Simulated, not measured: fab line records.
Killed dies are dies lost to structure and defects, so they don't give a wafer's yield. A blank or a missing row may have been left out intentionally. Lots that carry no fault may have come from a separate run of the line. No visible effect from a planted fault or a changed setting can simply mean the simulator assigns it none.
Which tool is to blame?	flow gf180mcu	15 lots, 45 wafers sampled, at 2 steps of a route of 602

WHAT EACH GAUGE READ, for each wafer
GF_V2_OVL_MEAS_15.
lot	measured	on	V2_OVL (nm)
L600	day 20 22:38	overlay-01	-4 5 3
L602	day 21 22:11	overlay-01	-2 2 2
L603	day 22 03:14	overlay-02	-13 -4 -3
L604	day 23 01:54	overlay-01	-7 2 -3
L605	day 23 06:08	overlay-02	-1 6 -3
L607	day 23 15:51	overlay-02	-1 -4 -3
L608	day 24 07:14	overlay-02	2 -6 5
L611	day 24 21:14	overlay-02	0 -1 2
L612	day 24 22:53	overlay-02	0 5 0
L616	day 26 10:56	overlay-02	3 7 -3
L618	day 27 05:19	overlay-01	-11 -6 -7
L622	day 28 03:31	overlay-01	2 -1 -3

EACH LOT AND THE TOOL THAT RAN IT (in order: tool; ch and the chambers of the sampled wafers; start)
lot	GF_M1_EXPOSE_11
L600	krf-scanner-01 ch 0, day 17 05:39
L602	krf-scanner-02 ch 0, day 18 05:14
L603	krf-scanner-02 ch 0, day 18 10:17
L604	krf-scanner-01 ch 0, day 19 09:12
L605	krf-scanner-01 ch 0, day 19 12:46
L607	krf-scanner-01 ch 0, day 20 00:26
L608	krf-scanner-01 ch 0, day 20 17:48
L611	krf-scanner-01 ch 0, day 21 08:06
L612	krf-scanner-01 ch 0, day 21 11:44
L613	krf-scanner-01, day 22 03:14
L614	krf-scanner-01, day 22 10:27
L615	krf-scanner-02, day 22 19:17
L616	krf-scanner-01 ch 0, day 23 00:13
L618	krf-scanner-02 ch 0, day 23 20:53
L622	krf-scanner-02 ch 0, day 24 21:59
- GF_M1_EXPOSE_11: exposes mask Metal1, target cd 230 nm.

WHAT THE TOOLS THEMSELVES READ (means of the sampled wafers that have a number; where no wafer has one, the mark that the record gives instead)
GF_M1_EXPOSE_11.
lot	tool	exposure-dose-mJ-cm2	focus-offset-nm (nm)	reticle-temp-C (C)
L600	krf-scanner-01	27.994	-0.3	23.12
L602	krf-scanner-02	28.033	-0.3	22.97
L603	krf-scanner-02	28.018	0.4	22.96
L604	krf-scanner-01	27.992	0.4	22.82
L605	krf-scanner-01	27.981	0.3	23.06
L607	krf-scanner-01	28.032	-0.2	23.06
L608	krf-scanner-01	27.985	0.0	22.89
L611	krf-scanner-01	28.024	-0.5	23.02
L612	krf-scanner-01	28.033	0.3	22.85
L613	krf-scanner-01	-	-	-
L614	krf-scanner-01	-	-	-
L615	krf-scanner-02	-	-	-
L616	krf-scanner-01	27.983	0.5	23.10
L618	krf-scanner-02	27.978	-1.0	22.91
L622	krf-scanner-02	28.023	-0.6	22.94

THE ANSWER, worked out from the rows above alone
Rule: the usual values come from the lots themselves. Put in order of their means at a reading, lots are off if they are a third of the lots or fewer, leave a main group of 4 or more, and stand apart from it by a gap of 3 or more times the standard deviation of the main group's means; of several such gaps the widest counts. The tables above print the reading to a certain number of digits; a main group whose means all agree to those digits is not used. A lot without any number at a reading at which 4 lots or more have one is off too. All remaining lots with rows at the step are treated as sound. Order of review: gauges by route order, followed by the tools' own readings, for which a lot's mean as printed above is used. At the first step where some lot is off, the reading lying furthest off is the one used; lots without a number count as furthest.
Off: L613, L614, L615, at GF_M1_EXPOSE_11 (exposure-dose-mJ-cm2). Without a number there: L613, L614, L615. Main group: mean 28.006, sd 0.022.
A tool fits if, at that step or a process step before it, it ran every lot that is off, and no sound lot after the first of them. Of those tried, none fits.

WHAT WAS PUT IN BY THE SIMULATOR
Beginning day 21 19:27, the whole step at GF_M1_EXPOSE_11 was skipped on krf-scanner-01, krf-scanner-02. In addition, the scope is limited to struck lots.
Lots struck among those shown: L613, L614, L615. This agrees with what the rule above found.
